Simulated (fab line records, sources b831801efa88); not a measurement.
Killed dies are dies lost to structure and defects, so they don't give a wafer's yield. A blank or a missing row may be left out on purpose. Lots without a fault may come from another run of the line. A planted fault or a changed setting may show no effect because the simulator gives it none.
A struck lot beside a sound one | flow gf180mcu | 14 steps out of a route of 602
Sound: wafers L365.3, L365.5, L365.6. Struck: wafers L364.3, L364.4, L364.6. The cause comes at the end.
At each step with rows: each side's tool, then ch and its chambers, then its first start. Under that, the readings that differ: sound wafers | struck wafers | difference of the means | sigmas: that difference in standard deviations of wafers without a fault.
alike: readings whose means differ by less than 2 such deviations, and words and numbers that are the same on both sides. not compared: withheld readings, readings that some wafer has no value for, bounds like >300 that may hide the same value, and numbers for which the record gives no deviation and whose values overlap.
The two part at a step that has a row with sigmas, a row that says differs or no value, or rows on one side only. Numbers that don't overlap but have no deviation are shown without sigmas and don't part them. A reading that every wafer of one side lacks parts them only if that side has two wafers or more.

GF_M4_SPUTTER_00: material Ti, target thk 37.5 nm, time 150 s.
  sound on pvd_sputter-02, day 23 07:08; struck on pvd_sputter-02, day 23 12:16
  alike: chamber_pressure_pa, substrate_temp_c, throttle_valve_pct
GF_M4_SPUTTER_01: material TiN, target thk 30 nm, time 25 s.
  sound on pvd_sputter-02, day 23 07:14; struck on pvd_sputter-02, day 23 12:22
  alike: chamber_pressure_pa, throttle_valve_pct
GF_M4_SPUTTER_02: material AlCu, target thk 450 nm, time 23.9 s.
  sound on pvd_sputter-02, day 23 07:16; struck on pvd_sputter-02, day 23 12:24
  alike: chamber_pressure_pa, throttle_valve_pct
GF_M4_SPUTTER_03: material Ti, target thk 10 nm, time 6.7 s.
  sound on pvd_sputter-02, day 23 07:17; struck on pvd_sputter-02, day 23 12:26
  alike: chamber_pressure_pa, substrate_temp_c, throttle_valve_pct
GF_M4_SPUTTER_04: material TiN, target thk 50 nm, time 41.7 s.
  sound on pvd_sputter-02, day 23 07:19; struck on pvd_sputter-02, day 23 12:27
  alike: chamber_pressure_pa, throttle_valve_pct
GF_M4_RS_MEAS_05: measures by four-point-probe.
  sound on film_metro-02, day 23 07:23; struck on film_metro-02, day 23 12:32
  alike: M4_ALCU_RS
GF_M4_THK_MEAS_06: measures by xrf.
  sound on film_metro-02, day 23 07:29; struck on film_metro-02, day 23 12:38
  alike: M4_ALCU_THK
then, 5 steps without rows for these wafers: GF_M4_DEHYDRATE_07 (time 60 s); GF_M4_HMDS_08 (prime time 60 s); GF_M4_COAT_09 (resist thk 1000 nm); GF_M4_SOFTBAKE_10 (time 60 s); GF_M4_EXPOSE_11 (exposes mask Metal4, target cd 280 nm).
GF_M4_PEB_12: peb time 90 s.
  sound on litho_track-01 ch 0, day 24 04:50; struck on litho_track-01, day 24 10:05
  no value came back on the struck wafers for chill_plate_temp_C (C), exhaust_pa (Pa); on the sound wafers chill_plate_temp_C (C) reads 23.05 23.11 23.05
then, 1 step without rows for these wafers: GF_M4_DEVELOP_13 (develop time 60 s).

WHERE THEY PART
Only at GF_M4_PEB_12, within this record.

WHY: what the simulator had put in
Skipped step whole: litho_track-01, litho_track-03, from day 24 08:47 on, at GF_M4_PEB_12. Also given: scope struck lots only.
